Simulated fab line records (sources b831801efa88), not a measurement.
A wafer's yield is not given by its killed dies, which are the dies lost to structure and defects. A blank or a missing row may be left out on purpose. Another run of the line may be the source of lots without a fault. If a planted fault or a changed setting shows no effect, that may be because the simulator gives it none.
Code-filled problem report in 8D (eight disciplines) form	flow sky130	the parts of the form that need people (team, actions taken, sign-off) are left out

## 1. WHAT IS WRONG
LI_CONTACT_W_RS at SKY_LI_CONTACT_RS_MEAS_22 reads a mean of 0.384 ohm/sq on 2 wafers of 1 lot; wafers without a fault read 0.285 ohm/sq with a standard deviation of 0.0045. Relative to the usual mean, that is a shift of +22 standard deviations.
The step: measures by four-point-probe.
Earliest sighting: wafer L107.1 on film_metro-02 at day 34 11:35. At this step, 33 wafers from 11 lots have a number in the record. By rule, "out" or "out of limits" means more than 4 standard deviations away from the usual mean. Any other wafer with a number is counted as sound.

## 2. WHAT IT IS AND WHAT IT IS NOT
question	is	is not
which readings at this step	LI_CONTACT_W_RS	-
which lots	L107	L110, L113, L114, L115, L116, L993, L994, L995, L997, L998
which wafers of those lots	L107.1, L107.6	L107.2
read on which gauges	film_metro-02	film_metro-03, film_metro-04
when	from day 34 11:35	up to then (16 sound wafers); but 15 sound wafers of L110, L113, L114, L115, L116 came after

## 3. WHAT RULES OUT EACH SUSPECT
Counting: if a tool at a process step up to the reading ran every lot that is out, it stays a suspect. Sound lots after the first of them don't rule it out here, since some wafers of a struck lot are sound.
- the gauge at SKY_LI_CONTACT_RS_MEAS_22 is ruled out. All the wafers that are out were read on film_metro-02, but those of them that SKY_LI_CONTACT_CVD_21 has rows for are out there too, on other tools.
- cvd_w-01 at SKY_LI_CONTACT_CVD_21 (deposits W, target thk 400 nm, time 120.56 s): kept. It ran the lot that is out, L107 (day 34 11:28); its last sound lot up to then is L998 (day 30 23:23). Out on those wafers are its own readings of susceptor_temp_C.
- Within cvd_w-01 at SKY_LI_CONTACT_CVD_21, the wafers that are out were processed in chamber 0 and their sound lot-mates in chamber 1.
Left after counting: cvd_w-01 at SKY_LI_CONTACT_CVD_21.

## 4. THE CAUSE (what the simulator had put in)
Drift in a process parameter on cvd_w-01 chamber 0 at SKY_LI_CONTACT_CVD_21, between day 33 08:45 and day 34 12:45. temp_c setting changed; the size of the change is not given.
Counting left only this tool.

## 5. SEQUENCE OF EFFECTS, ordered by route
Each row: a reading where the mean over the struck wafers with a number is more than 3 standard deviations away from the usual. Only readings whose record carries a usual standard deviation are examined. hours: median over the lots of the time between each lot's start at the first step of this table that gives one and its start at this step. sigmas: the change, counted in usual standard deviations.
hours	step	reading	usual	on struck wafers	change	sigmas
0	SKY_LI_CONTACT_CVD_21	susceptor_temp_C	399.99 C	384.72	-15.27	-64
0	SKY_LI_CONTACT_RS_MEAS_22	LI_CONTACT_W_RS	0.285 ohm/sq	0.384	+0.099	+22
0	SKY_LI_CONTACT_THK_MEAS_23	LI_CONTACT_W_THK	405 nm	296	-110	-10
0	SKY_LI_CONTACT_CMP_24	time_to_endpoint_s	94 s	70	-24	-6.4
Its process steps:
- SKY_LI_CONTACT_CVD_21: deposits W, target thk 400 nm, time 120.56 s.
- SKY_LI_CONTACT_CMP_24: polishes, stops on PSG, t overpolish 20 s, target thk 0 nm.

## 6. HOW IT WOULD HAVE BEEN CAUGHT EARLIER
Counted from the fault's start at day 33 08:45, it took 27 hours until the first out-of-limits reading at a measuring or inspecting step in this record, taken at day 34 11:35.
At SKY_LI_CONTACT_CVD_21, the tool's own readings (susceptor_temp_C) were out on each struck wafer the step has a row for, so an alarm limit on them would have fired on the first such wafer.
Lots out: 1; all had begun SKY_LI_CONTACT_CVD_21 on cvd_w-01 by day 34 11:35. Holding the tool at that point would not have protected any of them.
